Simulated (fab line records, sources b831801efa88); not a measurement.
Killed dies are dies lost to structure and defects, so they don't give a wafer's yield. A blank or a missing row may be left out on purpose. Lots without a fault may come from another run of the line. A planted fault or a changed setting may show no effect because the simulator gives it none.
Which tool did it? | flow gf180mcu | 24 lots, 72 wafers sampled, at 3 steps of a route of 602

WHAT THE GAUGES READ, wafer by wafer
GF_V1_OVL_MEAS_15. Usual: V1_OVL -3 nm, standard deviation 5.4.
lot  | measured     | on         | V1_OVL (nm) | flag
L074 | day 18 05:59 | overlay-01 | -3 -4 0     |
L075 | day 18 10:41 | overlay-01 | -5 -3 -8    |
L076 | day 18 15:52 | overlay-02 | -3 -8 -10   |
L077 | day 19 01:47 | overlay-02 | 0 2 15      |
L078 | day 19 04:41 | overlay-01 | -7 -6 -15   |
L079 | day 19 21:37 | overlay-02 | 1 4 -3      |
L080 | day 20 09:44 | overlay-02 | -4 -4 -5    |
L081 | day 21 00:20 | overlay-02 | -7 4 0      |
L082 | day 21 12:50 | overlay-01 | -4 -4 -1    |
L083 | day 21 17:44 | overlay-02 | 5 0 -1      |
L084 | day 22 04:01 | overlay-02 | -6 -7 -4    |
L085 | day 22 17:05 | overlay-02 | 8 1 2       |
L086 | day 23 01:08 | overlay-02 | -7 -7 -4    |
L087 | day 23 15:01 | overlay-01 | -3 -11 -11  |
L088 | day 23 21:04 | overlay-02 | 7 3 4       |
L090 | day 24 01:41 | overlay-02 | -4 -2 -3    |
L091 | day 24 10:40 | overlay-01 | -2 5 1      |
L089 | day 24 12:37 | overlay-02 | -9 -12 -14  |
L092 | day 24 19:34 | overlay-01 | 2 0 -4      |
L093 | day 25 03:34 | overlay-02 | 3 -6 0      |
L094 | day 25 09:04 | overlay-02 | -6 -11 -10  |
L095 | day 25 09:50 | overlay-01 | -4 -4 0     |
L096 | day 25 21:25 | overlay-01 | -18 -3 0    |
L097 | day 26 09:14 | overlay-02 | -2 -2 -7    |

WHICH TOOL RAN EACH LOT (tool, then ch and the chambers of the sampled wafers, then the start)
lot  | GF_SALICIDE_SPUTTER_02       | GF_SALICIDE_RTA_08
L074 | pvd_sputter-03, day 15 06:16 | rtp_anneal-02 ch 0, day 15 06:46
L075 | pvd_sputter-02, day 15 09:55 | rtp_anneal-02 ch 0, day 15 10:21
L076 | pvd_sputter-03, day 15 15:10 | rtp_anneal-01 ch 0, day 15 15:35
L077 | pvd_sputter-02, day 15 23:44 | rtp_anneal-02 ch 0, day 16 00:11
L078 | pvd_sputter-03, day 16 02:33 | rtp_anneal-01 ch 0, day 16 02:59
L079 | pvd_sputter-02, day 16 19:24 | rtp_anneal-02 ch 0, day 16 19:50
L080 | pvd_sputter-01, day 17 06:39 | rtp_anneal-02 ch 0, day 17 07:07
L081 | pvd_sputter-02, day 17 19:33 | rtp_anneal-01 ch 0, day 17 19:59
L082 | pvd_sputter-03, day 18 08:49 | rtp_anneal-02 ch 0, day 18 09:16
L083 | pvd_sputter-03, day 18 13:15 | rtp_anneal-01 ch 0, day 18 13:40
L084 | pvd_sputter-01, day 19 00:36 | rtp_anneal-01 ch 0, day 19 01:02
L085 | pvd_sputter-02, day 19 13:29 | rtp_anneal-02 ch 0, day 19 13:55
L086 | pvd_sputter-03, day 19 21:55 | rtp_anneal-02 ch 0, day 19 22:23
L087 | pvd_sputter-02, day 20 13:29 | rtp_anneal-02 ch 0, day 20 13:54
L088 | pvd_sputter-02, day 20 19:40 | rtp_anneal-01 ch 0, day 20 20:07
L090 | pvd_sputter-02, day 21 00:53 | rtp_anneal-02 ch 0, day 21 01:18
L091 | pvd_sputter-02, day 21 09:25 | rtp_anneal-02 ch 0, day 21 09:59
L089 | pvd_sputter-01, day 21 09:38 | rtp_anneal-01 ch 0, day 21 10:04
L092 | pvd_sputter-03, day 21 20:34 | rtp_anneal-02 ch 0, day 21 20:59
L093 | pvd_sputter-03, day 22 04:43 | rtp_anneal-01 ch 0, day 22 05:15
L094 | pvd_sputter-02, day 22 10:44 | rtp_anneal-01 ch 0, day 22 11:10
L095 | pvd_sputter-01, day 22 12:40 | rtp_anneal-01 ch 0, day 22 13:06
L096 | pvd_sputter-03, day 23 00:58 | rtp_anneal-01 ch 0, day 23 01:25
L097 | pvd_sputter-03, day 23 13:40 | rtp_anneal-01 ch 0, day 23 14:06
- GF_SALICIDE_SPUTTER_02: material Co, target thk 10 nm, time 20 s.
- GF_SALICIDE_RTA_08: time 30 s.

WHAT THE TOOLS THEMSELVES READ (means of the sampled wafers that have a number; where no wafer has one, the mark that the record gives instead)
GF_SALICIDE_SPUTTER_02. Usual: throttle_valve_pct 30.6 %, standard deviation 0.73.
lot  | tool           | throttle_valve_pct (%) | flag
L074 | pvd_sputter-03 | 31.2                   |
L075 | pvd_sputter-02 | 30.6                   |
L076 | pvd_sputter-03 | 30.9                   |
L077 | pvd_sputter-02 | 30.7                   |
L078 | pvd_sputter-03 | 31.0                   |
L079 | pvd_sputter-02 | 30.9                   |
L080 | pvd_sputter-01 | 30.4                   |
L081 | pvd_sputter-02 | 30.9                   |
L082 | pvd_sputter-03 | 30.8                   |
L083 | pvd_sputter-03 | 30.9                   |
L084 | pvd_sputter-01 | 28.7                   |
L085 | pvd_sputter-02 | 30.6                   |
L086 | pvd_sputter-03 | 30.6                   |
L087 | pvd_sputter-02 | 30.6                   |
L088 | pvd_sputter-02 | 30.6                   |
L090 | pvd_sputter-02 | 30.6                   |
L091 | pvd_sputter-02 | 30.5                   |
L089 | pvd_sputter-01 | 30.0                   |
L092 | pvd_sputter-03 | 30.5                   |
L093 | pvd_sputter-03 | 30.9                   |
L094 | pvd_sputter-02 | 30.6                   |
L095 | pvd_sputter-01 | 30.4                   |
L096 | pvd_sputter-03 | 30.7                   |
L097 | pvd_sputter-03 | 31.1                   |

GF_SALICIDE_RTA_08. Usual: lamp_power_pct 17.62 %, standard deviation 0.17; wafer_temp_C_max 802.9, standard deviation 0.59.
lot  | tool          | lamp_power_pct (%) | wafer_temp_C_max | flag
L074 | rtp_anneal-02 | 17.46              | 802.5            |
L075 | rtp_anneal-02 | 17.43              | 802.7            |
L076 | rtp_anneal-01 | 17.78              | 803.3            |
L077 | rtp_anneal-02 | 17.46              | 803.3            |
L078 | rtp_anneal-01 | 17.80              | 802.9            |
L079 | rtp_anneal-02 | 17.45              | 803.2            |
L080 | rtp_anneal-02 | 17.45              | 802.6            |
L081 | rtp_anneal-01 | 17.78              | 803.5            |
L082 | rtp_anneal-02 | 17.46              | 802.6            |
L083 | rtp_anneal-01 | 17.78              | 803.0            |
L084 | rtp_anneal-01 | 17.79              | 803.6            |
L085 | rtp_anneal-02 | 17.44              | 803.0            |
L086 | rtp_anneal-02 | 17.45              | 802.9            |
L087 | rtp_anneal-02 | 17.45              | 802.6            |
L088 | rtp_anneal-01 | 17.77              | 802.9            |
L090 | rtp_anneal-02 | 17.46              | 802.7            |
L091 | rtp_anneal-02 | 17.44              | 802.8            |
L089 | rtp_anneal-01 | 17.79              | 803.3            |
L092 | rtp_anneal-02 | 17.43              | 803.6            |
L093 | rtp_anneal-01 | 17.78              | 803.2            |
L094 | rtp_anneal-01 | 17.78              | 803.8            |
L095 | rtp_anneal-01 | 17.78              | 803.3            |
L096 | rtp_anneal-01 | 17.78              | 802.1            |
L097 | rtp_anneal-01 | 17.78              | 802.9            |

THE ANSWER, worked out from the rows above alone
Rule: a lot is off if the mean of its wafers that have a number lies more than 3 standard deviations from the usual mean. A lot without any number at a reading at which 4 lots or more have one is off too. The other lots that the step has rows for count as sound. The gauges are gone through in route order, then the tools' own readings, and for those a lot's mean is taken as printed above. The first step at which some lot is off is used, and at that step the reading that is off furthest; a lot without a number counts as furthest.
No lot is off at any reading shown: from this, nothing can be told.

WHAT THE SIMULATOR HAD PUT IN
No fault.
